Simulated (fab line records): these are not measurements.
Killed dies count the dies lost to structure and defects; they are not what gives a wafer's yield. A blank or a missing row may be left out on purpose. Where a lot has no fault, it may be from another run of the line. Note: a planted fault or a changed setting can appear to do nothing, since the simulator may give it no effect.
Which tool was responsible? :: flow gf180mcu :: route of 602 steps, sampled at 1 step: 12 lots, 36 wafers

WHAT THE GAUGES SHOWED, per wafer
GF_V1_THK_MEAS_03.
lot: L075
measured: day 17 20:19
on: film-metro-03
V1_CVD_02_THK (nm): 859 858 866

lot: L077
measured: day 18 22:13
on: film-metro-04
V1_CVD_02_THK (nm): 825 820 829

lot: L079
measured: day 19 19:52
on: film-metro-02
V1_CVD_02_THK (nm): 831 848 862

lot: L081
measured: day 20 17:16
on: film-metro-04
V1_CVD_02_THK (nm): 841 841 851

lot: L083
measured: day 20 23:50
on: film-metro-02
V1_CVD_02_THK (nm): 839 853 858

lot: L085
measured: day 21 21:08
on: film-metro-03
V1_CVD_02_THK (nm): 839 827 850

lot: L087
measured: day 22 14:21
on: film-metro-02
V1_CVD_02_THK (nm): 848 848 860

lot: L089
measured: day 23 06:28
on: film-metro-02
V1_CVD_02_THK (nm): 838 850 844

lot: L091
measured: day 24 02:54
on: film-metro-04
V1_CVD_02_THK (nm): 837 846 853

lot: L093
measured: day 24 12:20
on: film-metro-02
V1_CVD_02_THK (nm): 851 852 858

lot: L095
measured: day 25 04:20
on: film-metro-04
V1_CVD_02_THK (nm): 830 845 843

lot: L097
measured: day 26 03:00
on: film-metro-04
V1_CVD_02_THK (nm): 858 856 871

TOOL THAT RAN EACH LOT (tool first, then ch and the chambers of the sampled wafers, then the start)
The record shows no process step preceding these readings.

THE ANSWER, worked out from the rows above alone
Rule: the usual values come from the lots themselves. Put in order of their means at a reading, lots are off if they are a third of the lots or fewer, leave a main group of 4 or more, and stand apart from it by a gap of 3 or more times the standard deviation of the main group's means; of several such gaps the widest counts. If all means in a main group match to the digits the tables above print for the reading, that group is not used. Also off: a lot with no number at a reading for which 4 or more lots have one. Where the step has rows for the other lots, those lots are counted as sound.
No lot is off at any reading shown: from this, nothing can be told.

WHAT WAS PUT IN BY THE SIMULATOR
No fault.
